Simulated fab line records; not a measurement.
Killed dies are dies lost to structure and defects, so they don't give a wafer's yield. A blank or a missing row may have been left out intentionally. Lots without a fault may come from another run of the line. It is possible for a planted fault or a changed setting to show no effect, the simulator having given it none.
Chamber matching -- flow sky130 -- 4 sister chambers for SKY_CONTACT_ETCH_17 on rieDiel-01
The step etches SiO2 in C4F8/O2/Ar, stops on Si3N4, target depth 340 nm. 4 wafers are shown with their chamber, then 7 later ones without.

## EACH WAFER AND ITS CHAMBER
wafer,chamber,oesProductAu (a.u.)
L282.1,3,0.892
L284.4,1,0.887
L286.2,2,0.892
L286.3,0,0.898

## WAFERS WITH NO CHAMBER GIVEN
wafer,oesProductAu (a.u.)
L286.5,0.889
L288.2,0.886
L288.4,0.885
L288.6,0.895
L291.1,0.884
L291.3,0.888
L291.4,0.886

## THE CHAMBER EACH PASSED THROUGH
wafer,from the rows above,in truth
L286.5,can't be placed: 1 or 2 or 3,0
L288.2,1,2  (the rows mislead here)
L288.4,1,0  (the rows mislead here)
L288.6,can't be placed: 0 or 2 or 3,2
L291.1,1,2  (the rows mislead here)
L291.3,can't be placed: 1 or 2 or 3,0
L291.4,1,1
Correct placement for 1 of the 7. From these rows, 3 cannot be placed; in 1 the true chamber is one of the candidates. Number placed wrongly: 3.
How it was worked out, from the rows above alone: a wafer's distance from a chamber is the root of the sum, over the readings, of the square of ((its reading less the chamber's mean) divided by the reading's scatter). The wafer belongs to the nearest chamber; if the next one is less than 2 further off, it can't be placed. A chamber's mean is the mean of its shown wafers. The scatter: root of mean squared gap, hidden wafer to nearest shown wafer, with one shown wafer a chamber.
